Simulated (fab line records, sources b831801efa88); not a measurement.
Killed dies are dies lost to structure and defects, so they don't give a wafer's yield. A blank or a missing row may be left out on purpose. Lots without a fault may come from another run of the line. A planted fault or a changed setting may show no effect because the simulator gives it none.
A struck lot beside a sound one | flow gf180mcu | 44 steps out of a route of 602
Sound: wafers L744.2, L744.3, L744.4. Struck: wafers L759.1, L759.3, L759.6. The cause comes at the end.
At each step with rows: each side's tool, then ch and its chambers, then its first start. Under that, the readings that differ: sound wafers | struck wafers | difference of the means | sigmas: that difference in standard deviations of wafers without a fault.
alike: readings whose means differ by less than 2 such deviations, and words and numbers that are the same on both sides. not compared: withheld readings, readings that some wafer has no value for, bounds like >300 that may hide the same value, and numbers for which the record gives no deviation and whose values overlap.
The two part at a step that has a row with sigmas, a row that says differs or no value, or rows on one side only. Numbers that don't overlap but have no deviation are shown without sigmas and don't part them. A reading that every wafer of one side lacks parts them only if that side has two wafers or more.

first, 2 steps without rows for these wafers: GF_DNWELL_DEVELOP_06 (develop time 60 s); GF_DNWELL_IMPLANT_07.
GF_DNWELL_STRIP_08: strips in O2/N2.
  sound on plasma_asher-03 ch 0,1, day 3 09:38; struck on plasma_asher-01 ch 0,1, day 6 18:22
  alike: drypump_motor_current_A, heater_power_w, n2_flow_sccm, oes_product_au, platen_temp_c, strip_time_to_endpoint_s
  not compared: rf_hours_counter_h
GF_DNWELL_TW_MEAS_09:
  sound on film_metro-03, day 3 09:44; struck on film_metro-02, day 6 18:28
  reading   | sound          | struck         | difference | sigmas
  DNWELL_TW | 1375 1379 1379 | 1358 1352 1360 | -21        | -3
then, 7 steps without rows for these wafers: GF_NWELL_DEHYDRATE_00 (time 60 s); GF_NWELL_HMDS_01 (prime time 60 s); GF_NWELL_COAT_02 (resist thk 3000 nm); GF_NWELL_SOFTBAKE_03; GF_NWELL_EXPOSE_04 (exposes mask Nwell, target cd 860 nm); GF_NWELL_PEB_05; GF_NWELL_DEVELOP_06 (develop time 60 s).
GF_NWELL_OVL_MEAS_07:
  sound on overlay-01, day 3 22:26; struck on overlay-02, day 7 10:02
  alike: NWELL_OVL
GF_NWELL_IMPLANT_08:
  sound on implanter-04 ch 0, day 3 22:29; struck on implanter-04 ch 0, day 7 10:23
  alike: beam_on_s, tilt_deg
then, 1 step without rows for these wafers: GF_NWELL_IMPLANT_09.
GF_NWELL_STRIP_10: strips in O2/N2.
  sound on plasma_asher-02 ch 0,1, day 3 22:46; struck on plasma_asher-02 ch 0, day 7 10:41
  alike: drypump_motor_current_A, heater_power_w, n2_flow_sccm, oes_product_au, platen_temp_c, strip_time_to_endpoint_s
  not compared: rf_hours_counter_h
GF_NWELL_TW_MEAS_11:
  sound on film_metro-01, day 3 22:53; struck on film_metro-01, day 7 11:07
  reading  | sound          | struck         | difference | sigmas
  NWELL_TW | 1539 1530 1535 | 1921 1912 1900 | +376       | +22
then, 7 steps without rows for these wafers: GF_LVPWELL_DEHYDRATE_00 (time 60 s); GF_LVPWELL_HMDS_01 (prime time 60 s); GF_LVPWELL_COAT_02 (resist thk 3000 nm); GF_LVPWELL_SOFTBAKE_03; GF_LVPWELL_EXPOSE_04 (exposes mask LVPWELL, target cd 600 nm); GF_LVPWELL_PEB_05; GF_LVPWELL_DEVELOP_06 (develop time 60 s).
GF_LVPWELL_OVL_MEAS_07:
  sound on overlay-01, day 4 12:11; struck on overlay-01, day 8 02:22
  alike: LVPWELL_OVL
then, 2 steps without rows for these wafers: GF_LVPWELL_IMPLANT_08; GF_LVPWELL_IMPLANT_09.
GF_LVPWELL_STRIP_10: strips in O2/N2.
  sound on plasma_asher-02 ch 0,1, day 4 12:31; struck on plasma_asher-03 ch 0,1, day 8 02:43
  reading                      | sound             | struck            | difference | sigmas
  strip_time_to_endpoint_s (s) | 37.43 37.35 37.37 | 36.99 37.05 37.03 | -0.36      | -3
  alike: drypump_motor_current_A, heater_power_w, n2_flow_sccm, oes_product_au, platen_temp_c
  not compared: rf_hours_counter_h
GF_LVPWELL_TW_MEAS_11:
  sound on film_metro-01, day 4 12:37; struck on film_metro-04, day 8 02:49
  reading    | sound       | struck      | difference | sigmas
  LVPWELL_TW | 548 549 549 | 558 561 563 | +12        | +2
then, 7 steps without rows for these wafers: GF_MVSD_DEHYDRATE_00 (time 60 s); GF_MVSD_HMDS_01 (prime time 60 s); GF_MVSD_COAT_02 (resist thk 3000 nm); GF_MVSD_SOFTBAKE_03; GF_MVSD_EXPOSE_04 (exposes mask MVSD, target cd 1000 nm); GF_MVSD_PEB_05; GF_MVSD_DEVELOP_06 (develop time 60 s).
GF_MVSD_OVL_MEAS_07:
  sound on overlay-01, day 5 02:35; struck on overlay-02, day 8 18:07
  alike: MVSD_OVL
then, 2 steps without rows for these wafers: GF_MVSD_IMPLANT_08; GF_MVSD_IMPLANT_09.
GF_MVSD_STRIP_10: strips in O2/N2.
  sound on plasma_asher-03 ch 0,1, day 5 02:55; struck on plasma_asher-03 ch 0, day 8 18:27
  alike: drypump_motor_current_A, heater_power_w, n2_flow_sccm, oes_product_au, platen_temp_c, strip_time_to_endpoint_s
  not compared: rf_hours_counter_h
GF_MVSD_TW_MEAS_11:
  sound on film_metro-01, day 5 03:01; struck on film_metro-02, day 8 18:33
  reading | sound          | struck         | difference | sigmas
  MVSD_TW | 1563 1561 1571 | 1612 1610 1607 | +45        | +3
then, 2 steps without rows for these wafers: GF_MVPSD_DEHYDRATE_00 (time 60 s); GF_MVPSD_HMDS_01 (prime time 60 s).
-- the record jumps here: 4 days lie between the struck wafers' starts before and after --
GF_VT_IMPLANT_RS_MEAS_47: measures by four-point-probe.
  sound on film_metro-02, day 8 09:10; struck on film_metro-01, day 12 15:42
  reading           | sound             | struck            | difference | sigmas
  NWELL_RS (ohm/sq) | 491.6 491.2 492.2 | 348.7 348.8 349.3 | -142.7     | -95
GF_PASSIVATION_PROBE_99:
  the record has rows for the sound wafers here (prober-01, day 30 01:15) and none for the struck ones

WHERE THEY PART
First at GF_DNWELL_TW_MEAS_09; last, within this record, at GF_PASSIVATION_PROBE_99.

WHY: what the simulator had put in
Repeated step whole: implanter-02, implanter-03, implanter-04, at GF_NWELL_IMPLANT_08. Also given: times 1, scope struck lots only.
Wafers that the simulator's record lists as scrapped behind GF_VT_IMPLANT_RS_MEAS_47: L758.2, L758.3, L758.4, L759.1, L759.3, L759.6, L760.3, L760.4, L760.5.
